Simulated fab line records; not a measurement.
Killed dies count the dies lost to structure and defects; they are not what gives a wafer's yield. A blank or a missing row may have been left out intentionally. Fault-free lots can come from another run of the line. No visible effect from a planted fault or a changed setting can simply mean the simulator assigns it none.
2 desks, one fault / flow sky130 / what lay behind the numbers comes last; until then each desk has only its own

== THE METROLOGY DESK ==
What the gauges read for every lot (on any tool): the sampled wafers with a number, averaged. If a lot's mean is further than 4 standard deviations from the usual mean, the lot is out of limits and carries the mark OUT (the distance appears in the brackets).
Columns: A = GATE_OXIDE_OXIDATION_00_THK at SKY_GATE_OXIDE_THK_MEAS_02, usual 10.42 nm; B = cd nm at SKY_LI_CONTACT_CD_MEAS_12, usual 169.7 nm; C = VIA1_HDPCVD_THK at SKY_VIA1_THK_MEAS_01, usual 1029 nm
lot=L282; first seen here=day 13 14:31; A=10.42; B=167.9; C=1033
lot=L283; first seen here=day 14 09:01; A=10.48; B=170.5; C=1025
lot=L284; first seen here=day 14 12:15; A=10.83; B=169.1; C=1029
lot=L285; first seen here=day 14 20:55; A=10.23; B=169.1; C=1017
lot=L286; first seen here=day 15 00:51; A=10.59; B=171.3; C=1044
lot=L287; first seen here=day 15 05:35; A=10.18; B=171.3; C=1023
lot=L288; first seen here=day 15 16:56; A=10.63; B=168.6; C=1021
lot=L289; first seen here=day 15 19:52; A=10.34; B=170.3; C=1024
lot=L294; first seen here=day 17 17:43; A=10.46; B=170.2; C=1033
lot=L297; first seen here=day 19 01:35; A=9.98; B=170.2; C=1030
lot=L298; first seen here=day 19 01:35; A=9.72 (-4.4) OUT; B=167.0; C=1016
lot=L301; first seen here=day 20 13:53; A=10.52; B=169.0; C=1038
This desk's finding: out of limits on L298; first on L298, day 19 01:35 (GATE_OXIDE_OXIDATION_00_THK at SKY_GATE_OXIDE_THK_MEAS_02). L282, L283, L284, L285, L286, L287, L288, L289, L294, L297, L301 stayed within limits.

== AT THE TOOL OWNER'S DESK: furnace-01 ==
The tool's own readings at SKY_GATE_OXIDE_OXIDATION_01 (stabilise 600 s, purge 300 s, target thk 10.268 nm): means of the sampled wafers that have a number, for each lot that ran on this tool. If a lot's mean is further than 4 standard deviations from the usual mean, the lot is out of limits and carries the mark OUT (the distance appears in the brackets).
Columns: A = spike tc bottom C at SKY_GATE_OXIDE_OXIDATION_01, usual 916.1 C; B = spike tc centre C at SKY_GATE_OXIDE_OXIDATION_01, usual 901.1 C; C = spike tc lower C at SKY_GATE_OXIDE_OXIDATION_01, usual 900.3 C; D = spike tc upper C at SKY_GATE_OXIDE_OXIDATION_01, usual 899.7 C; E = tube center temp C at SKY_GATE_OXIDE_OXIDATION_01, usual 900.01 C; F = tube_center_temp_C_max at SKY_GATE_OXIDE_OXIDATION_01, usual 902.3
lot=L285; first seen here=day 14 19:31; A=913.9; B=901.3; C=899.1; D=901.1; E=900.03; F=902.7
lot=L286; first seen here=day 14 23:26; A=914.6; B=900.4; C=900.0; D=901.0; E=900.01; F=902.4
lot=L287; first seen here=day 15 04:09; A=914.2; B=901.1; C=899.9; D=899.8; E=899.99; F=902.3
lot=L294; first seen here=day 17 16:18; A=914.4; B=901.0; C=899.2; D=901.6; E=900.01; F=902.4
lot=L297; first seen here=day 19 00:10; A=909.7; B=895.6 (-5.0) OUT; C=894.0 (-4.5) OUT; D=895.3; E=894.56 (-69) OUT; F=896.8 (-16) OUT
lot=L298; first seen here=day 19 00:10; A=909.0; B=896.2 (-4.4) OUT; C=893.6 (-4.8) OUT; D=894.2; E=894.60 (-69) OUT; F=896.6 (-17) OUT
This desk's verdict: out of limits on L297, L298, starting with L297 at day 19 00:10 (spike tc centre C at SKY_GATE_OXIDE_OXIDATION_01). L285, L286, L287, L294 stayed within limits.

== PUT TOGETHER ==
The tool owner's desk could have raised an alarm at day 19 00:10, on L297, L298.
At day 19 01:35 the metrology desk could have sounded an alarm, on L298.
The metrology desk holds a record of L297, inside its limits.
All the named lots went through SKY_GATE_OXIDE_OXIDATION_01 on furnace-01.

== WHAT WAS PUT IN BY THE SIMULATOR ==
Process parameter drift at SKY_GATE_OXIDE_OXIDATION_01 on furnace-01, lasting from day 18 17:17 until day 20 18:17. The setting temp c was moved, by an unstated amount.
Struck lots among those shown: L297, L298.
Fault start to first reading out of limits, in hours, per desk: tool owner, 7; metrology, 8.
